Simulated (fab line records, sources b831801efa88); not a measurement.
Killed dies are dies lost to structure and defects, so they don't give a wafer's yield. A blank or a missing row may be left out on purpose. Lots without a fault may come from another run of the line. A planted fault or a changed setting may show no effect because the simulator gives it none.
Problem report in the 8D (eight disciplines) form, filled by code | flow gf180mcu | the parts of the form that need people (team, actions taken, sign-off) are left out

1. THE PROBLEM
HV_LDD_TW at GF_HV_LDD_TW_MEAS_11 reads a mean of 2710 on 6 wafers of 2 lots; wafers without a fault read 2425 with a standard deviation of 15. That is +19 standard deviations from the usual mean.
First seen on wafer L255.1, day 15 12:22, on film_metro-02. The record holds 39 wafers of 13 lots with a number at this step. Rule for "out", or "out of limits": more than 4 standard deviations from the usual mean. The other wafers with a number count as sound.

2. WHAT IT IS AND WHAT IT IS NOT
question                    | is                     | is not
which readings at this step | HV_LDD_TW              | -
which lots                  | L255, L257             | L237, L238, L239, L240, L241, L244, L246, L251, L254, L259, L260
which wafers of those lots  | all that have a number | -
read on which gauges        | film_metro-02          | film_metro-03, film_metro-04
when                        | from day 15 12:22      | up to then (27 sound wafers); but 6 sound wafers of L259, L260 came after

3. SUSPECTS, AND WHAT RULES EACH OUT
Counting: a tool at a process step up to the reading stays a suspect if it ran every lot that is out and no sound lot after the first of them.
- the gauge at GF_HV_LDD_TW_MEAS_11: ruled out. All the wafers that are out were read on film_metro-02, but those of them that GF_HV_LDD_IMPLANT_09 has rows for are out there too, on other tools.
- implanter-04 at GF_HV_LDD_IMPLANT_09: kept. It ran every lot that is out, first L255 (day 15 12:07), and no sound lot after that; its last sound lot up to then is L244 (day 12 00:47). Its own readings are out on those wafers: dose_ions_cm2, faraday_current_uA.
Left after counting: implanter-04 at GF_HV_LDD_IMPLANT_09.

4. THE CAUSE (what the simulator had put in)
Process parameter drift: implanter-04, from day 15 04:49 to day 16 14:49, at GF_HV_LDD_IMPLANT_09. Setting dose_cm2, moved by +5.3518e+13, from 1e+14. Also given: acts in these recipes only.
Counting left only this tool.

5. THE CHAIN OF EFFECTS, in route order
Each row: a reading whose mean over the struck wafers that have a number lies more than 3 standard deviations from the usual. Only readings for which the record gives a usual standard deviation are gone through. hours: the time from each lot's start at the first step in this table that gives one to its start at this step, as a median over the lots. sigmas: the change in usual standard deviations.
hours | step                 | reading            | usual        | on struck wafers | change      | sigmas
0     | GF_HV_LDD_IMPLANT_09 | dose_ions_cm2      | 1.0002e+14   | 1.5347e+14       | +5.3452e+13 | +99 or more
0     | GF_HV_LDD_IMPLANT_09 | faraday_current_uA | 564          | 868              | +304        | +28
0     | GF_HV_LDD_TW_MEAS_11 | HV_LDD_TW          | 2425         | 2710             | +285        | +19
70    | GF_HV_LDD_RS_MEAS_53 | HV_LDD_RS          | 418.6 ohm/sq | 341.1            | -77.6       | -86
The process steps in it:
- GF_HV_LDD_IMPLANT_09
Later measuring or inspecting steps at which every struck wafer that the step has a row for has a number for every such reading, and none has moved that far: GF_V1_THK_MEAS_01.

6. WHAT WOULD HAVE CAUGHT IT SOONER
In this record the first reading out of limits at a measuring or inspecting step was taken at day 15 12:22, 8 hours after the fault began at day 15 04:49.
The tool's own readings at GF_HV_LDD_IMPLANT_09 were out on every struck wafer that the step has a row for (dose_ions_cm2, faraday_current_uA): an alarm limit on them would have fired on the first of those.
Of the lots that are out (2), L257 began GF_HV_LDD_IMPLANT_09 on implanter-04 after day 15 12:22. A hold on the tool at that time would have spared it.
